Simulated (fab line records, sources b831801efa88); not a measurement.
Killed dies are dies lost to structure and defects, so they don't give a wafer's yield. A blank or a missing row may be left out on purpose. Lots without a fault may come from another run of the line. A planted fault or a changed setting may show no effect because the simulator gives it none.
A struck lot beside a sound one | flow sfq_line | 15 steps out of a route of 325
Sound: wafers L693.1, L693.3, L693.4. Struck: wafer L707.2. (L707.5 of the same lot was not struck and is left out.) The cause comes at the end.
At each step with rows: each side's tool, then ch and its chambers, then its first start. Under that, the readings that differ: sound wafers | struck wafers | difference of the means | sigmas: that difference in standard deviations of wafers without a fault.
alike: readings whose means differ by less than 2 such deviations, and words and numbers that are the same on both sides. not compared: withheld readings, readings that some wafer has no value for, bounds like >300 that may hide the same value, and numbers for which the record gives no deviation and whose values overlap.
The two part at a step that has a row with sigmas, a row that says differs or no value, or rows on one side only. Numbers that don't overlap but have no deviation are shown without sigmas and don't part them. A reading that every wafer of one side lacks parts them only if that side has two wafers or more.

first, 1 step without rows for these wafers: SFQ_TRILAYER_M1_STRIP_SOLV_CLEAN_044 (cleans in NMP, time 600 s).
SFQ_TRILAYER_I1_DEP_PECVD_045: deposits SiO2 from SiH4/N2O, time 111.11 s, target thk 500 nm.
  sound on pecvd-02 ch 0,1,2, day 14 18:20; struck on pecvd-03 ch 0, day 22 10:29
  reading                | sound          | struck | difference | sigmas
  throttle_valve_pct (%) | 22.4 22.6 23.1 | 26.8   | +4.1       | +3
  alike: chamber_pressure_Torr, heater_power_w, showerhead_vpp_V
SFQ_TRILAYER_I1_CMP_CMP_046: polishes SiO2.
  sound on cmp-01 ch 0,1,2, day 15 09:37; struck on cmp-02 ch 0, day 22 11:04
  alike: motor_current_A, platen_rpm, slurry_flow_ml_min, time_to_endpoint_s
SFQ_I1_BOW_MEAS_912:
  sound on film_metro-01, day 15 12:51; struck on film_metro-02, day 22 13:35
  alike: I1_BOW
SFQ_TRILAYER_I1_METRO_MEASURE_047:
  sound on film_metro-01, day 15 12:58; struck on film_metro-02, day 22 13:53
  alike: thk_nm
then, 6 steps without rows for these wafers: SFQ_TRILAYER_I1_VIA_LITHO_COAT_054 (resist thk 62 nm); SFQ_TRILAYER_I1_VIA_LITHO_COAT_049 (resist thk 650 nm); SFQ_TRILAYER_I1_VIA_LITHO_SOFTBAKE_053; SFQ_TRILAYER_I1_VIA_LITHO_EXPOSE_050 (exposes mask I1, target cd 500 nm); SFQ_TRILAYER_I1_VIA_LITHO_PEB_052 (peb time 60 s); SFQ_TRILAYER_I1_VIA_LITHO_DEVELOP_051 (time 60 s).
-- the record jumps here: 6 days lie between the struck wafers' starts before and after --
SFQ_I1_OVL_MEAS_913:
  sound on overlay-02, day 21 00:53; struck on overlay-02, day 28 23:41
  alike: I1_OVL
SFQ_TRILAYER_I1_VIA_BARC_OPEN_VIA_ETCH_071: etches BARC in O2, target depth 125 nm, time 41.7 s.
  sound on rie_diel-01 ch 0,1,3, day 21 00:55; struck on rie_diel-02 ch 1, day 28 23:43
  reading                                                 | sound             | struck | difference | sigmas
  oes_product_au (a.u.)                                   | 0.685 0.683 0.681 | 0.619  | -0.064     | -16
  rf_hours_counter_h (h)                                  | 11 9 89           | 3      | -33        |
  run_length_s (s)                                        | 70.1 70.3 70.1    | 81.7   | +11.5      | +30
  model.KrF_of_TRILAYER_I1_VIA_LITHO_COAT_049.thk_nm (nm) | 571.5 575 574.3   | 558.4  | -15.2      |
  alike: drypump_motor_current_A
SFQ_TRILAYER_I1_VIA_ETCH_VIA_ETCH_052: etches SiO2 in CHF3, stops on Nb, target depth 260 nm.
  sound on rie_diel-01 ch 0,1,3, day 21 00:57; struck on rie_diel-02 ch 1, day 28 23:45
  reading                                                 | sound             | struck | difference | sigmas
  oes_product_au (a.u.)                                   | 0.861 0.865 0.855 | 0.849  | -0.011     | -2
  model.KrF_of_TRILAYER_I1_VIA_LITHO_COAT_049.thk_nm (nm) | 525.9 530.1 530.3 | 513.7  | -15.1      |
  alike: drypump_motor_current_A
SFQ_TRILAYER_I1_VIA_STRIP_STRIP_053: strips in O2.
  sound on rie_metal-04 ch 0,1, day 21 01:04; struck on rie_metal-04 ch 0, day 28 23:52
  alike: drypump_motor_current_A, oes_product_au
  not compared: rf_hours_counter_h

WHERE THEY PART
First at SFQ_TRILAYER_I1_DEP_PECVD_045; last, within this record, at SFQ_TRILAYER_I1_VIA_ETCH_VIA_ETCH_052. Later steps at which nothing parts them and some readings are alike: SFQ_TRILAYER_I1_VIA_STRIP_STRIP_053.

WHY: what the simulator had put in
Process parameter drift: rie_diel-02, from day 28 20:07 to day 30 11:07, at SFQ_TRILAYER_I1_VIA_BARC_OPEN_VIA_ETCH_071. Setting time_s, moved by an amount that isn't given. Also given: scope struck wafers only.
